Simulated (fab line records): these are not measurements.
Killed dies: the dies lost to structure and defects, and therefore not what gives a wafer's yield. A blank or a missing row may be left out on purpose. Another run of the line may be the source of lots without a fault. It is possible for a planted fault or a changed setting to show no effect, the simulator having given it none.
Which tool did it? ; flow sky130 ; 12 lots with 36 wafers sampled at 4 steps, on a route of 708 steps

WHAT EACH GAUGE READ, for each wafer
SKY_VIA3_THK_MEAS_01. Usual: VIA3_HDPCVD_THK 1640 nm, standard deviation 18.
lot;measured;on;VIA3_HDPCVD_THK (nm);flag
L442;day 38 21:17;film metro-01;1612 1624 1620;
L443;day 39 02:24;film metro-01;1656 1623 1610;
L445;day 40 09:08;film metro-04;1638 1647 1656;
L447;day 41 06:38;film metro-04;1623 1620 1627;
L446;day 41 07:05;film metro-01;1621 1631 1637;
L449;day 41 10:31;film metro-01;1631 1660 1674;
L450;day 41 12:42;film metro-04;1644 1654 1634;
L452;day 42 00:34;film metro-04;1645 1644 1637;
L457;day 43 12:05;film metro-02;1604 1618 1612;
L458;day 44 06:28;film metro-02;1644 1641 1641;
L459;day 44 08:56;film metro-02;1628 1613 1600;
L461;day 44 10:56;film metro-02;1647 1655 1645;

SKY_METAL4_OVL_MEAS_14. Usual: METAL4_OVL 1 nm, standard deviation 4.9.
lot;measured;on;METAL4_OVL (nm);flag
L442;day 41 23:44;overlay-02;-6 4 -7;
L443;day 42 03:39;overlay-01;4 -2 -1;
L445;day 43 09:54;overlay-01;0 -2 1;
L447;day 44 07:02;overlay-02;-3 2 1;
L446;day 44 08:02;overlay-02;0 -1 -5;
L449;day 44 11:08;overlay-01;0 -1 -3;
L450;day 44 12:40;overlay-01;10 10 6;
L452;day 44 21:17;overlay-02;3 3 4;
L457;day 46 08:41;overlay-01;1 -2 -9;
L458;day 46 23:55;overlay-01;-1 0 0;
L459;day 47 02:56;overlay-01;3 10 5;
L461;day 47 04:42;overlay-02;1 -4 2;

EACH LOT AND THE TOOL THAT RAN IT (in order: tool; ch and the chambers of the sampled wafers; start)
lot;SKY_VIA2_STRIP_16;SKY_METAL3_STRIP_19
L442;plasma asher-01 ch 0,1, day 36 13:48;plasma asher-04 ch 0,1, day 38 20:31
L443;plasma asher-01 ch 0,1, day 36 19:45;plasma asher-02 ch 0,1, day 39 01:38
L445;plasma asher-03 ch 0,1, day 38 03:32;plasma asher-04 ch 0,1, day 40 08:20
L447;plasma asher-03 ch 0,1, day 38 18:33;plasma asher-04 ch 0,1, day 40 22:25
L446;plasma asher-01 ch 0,1, day 38 23:07;plasma asher-02 ch 0,1, day 41 02:53
L449;plasma asher-01 ch 0,1, day 39 08:51;plasma asher-02 ch 0,1, day 41 09:43
L450;plasma asher-01 ch 0,1, day 39 11:25;plasma asher-02 ch 0,1, day 41 11:56
L452;plasma asher-03 ch 0,1, day 39 22:07;plasma asher-02 ch 0,1, day 41 23:49
L457;plasma asher-03 ch 0,1, day 41 10:48;plasma asher-01 ch 0,1, day 43 11:12
L458;plasma asher-03 ch 0,1, day 42 05:15;plasma asher-01 ch 0, day 44 05:40
L459;plasma asher-01 ch 0,1, day 42 07:32;plasma asher-01 ch 0,1, day 44 08:08
L461;plasma asher-02 ch 0,1, day 42 09:35;plasma asher-04 ch 0,1, day 44 10:05
- SKY_VIA2_STRIP_16: strips in O2/N2.
- SKY_METAL3_STRIP_19: strips in O2/N2.

AS READ BY THE TOOLS THEMSELVES (means over the sampled wafers that have a number; for cases with no such wafer, the mark the record gives instead)
SKY_VIA2_STRIP_16. Usual: drypump motor current A 5.6 A, standard deviation 0.45; oes product au 0.399 a.u., standard deviation 0.0044; strip time to endpoint s 4.051 s, standard deviation 0.026.
lot;tool;drypump motor current A (A);oes product au (a.u.);strip time to endpoint s (s);flag
L442;plasma asher-01;5.7;0.392;4.067;
L443;plasma asher-01;5.8;0.400;4.075;
L445;plasma asher-03;5.3;0.400;4.032;
L447;plasma asher-03;5.7;0.399;4.081;
L446;plasma asher-01;5.5;0.403;4.037;
L449;plasma asher-01;5.5;0.396;4.056;
L450;plasma asher-01;5.7;0.396;4.066;
L452;plasma asher-03;5.7;0.401;4.074;
L457;plasma asher-03;5.3;0.400;4.071;
L458;plasma asher-03;5.7;0.394;4.031;
L459;plasma asher-01;5.8;0.398;4.069;
L461;plasma asher-02;5.9;0.402;4.050;

SKY_METAL3_STRIP_19. Usual: drypump motor current A 5.7 A, standard deviation 0.4; oes product au 0.504 a.u., standard deviation 0.0054; strip time to endpoint s 6.57 s, standard deviation 0.066.
lot;tool;drypump motor current A (A);oes product au (a.u.);strip time to endpoint s (s);flag
L442;plasma asher-04;5.4;0.509;6.60;
L443;plasma asher-02;5.9;0.502;6.54;
L445;plasma asher-04;5.8;0.505;6.58;
L447;plasma asher-04;5.4;0.502;6.51;
L446;plasma asher-02;5.8;0.510;6.57;
L449;plasma asher-02;5.8;0.502;6.52;
L450;plasma asher-02;5.9;0.499;6.45;
L452;plasma asher-02;5.8;0.505;6.63;
L457;plasma asher-01;5.5;0.511;6.56;
L458;plasma asher-01;5.3;0.506;6.58;
L459;plasma asher-01;5.5;0.502;6.52;
L461;plasma asher-04;5.4;0.501;6.49;

THE ANSWER, worked out from the rows above alone
Rule: lot off if the mean of its wafers having a number is beyond 3 standard deviations from the usual mean. Also off: a lot with no number at a reading for which 4 or more lots have one. All remaining lots with rows at the step are treated as sound. First the gauges in route order, then the tools' own readings, where a lot's mean is used as printed above. At the first step where some lot is off, the reading lying furthest off is the one used; lots without a number count as furthest.
No lot is off on any of the readings shown, so nothing can be concluded from this.

WHAT WAS PUT IN BY THE SIMULATOR
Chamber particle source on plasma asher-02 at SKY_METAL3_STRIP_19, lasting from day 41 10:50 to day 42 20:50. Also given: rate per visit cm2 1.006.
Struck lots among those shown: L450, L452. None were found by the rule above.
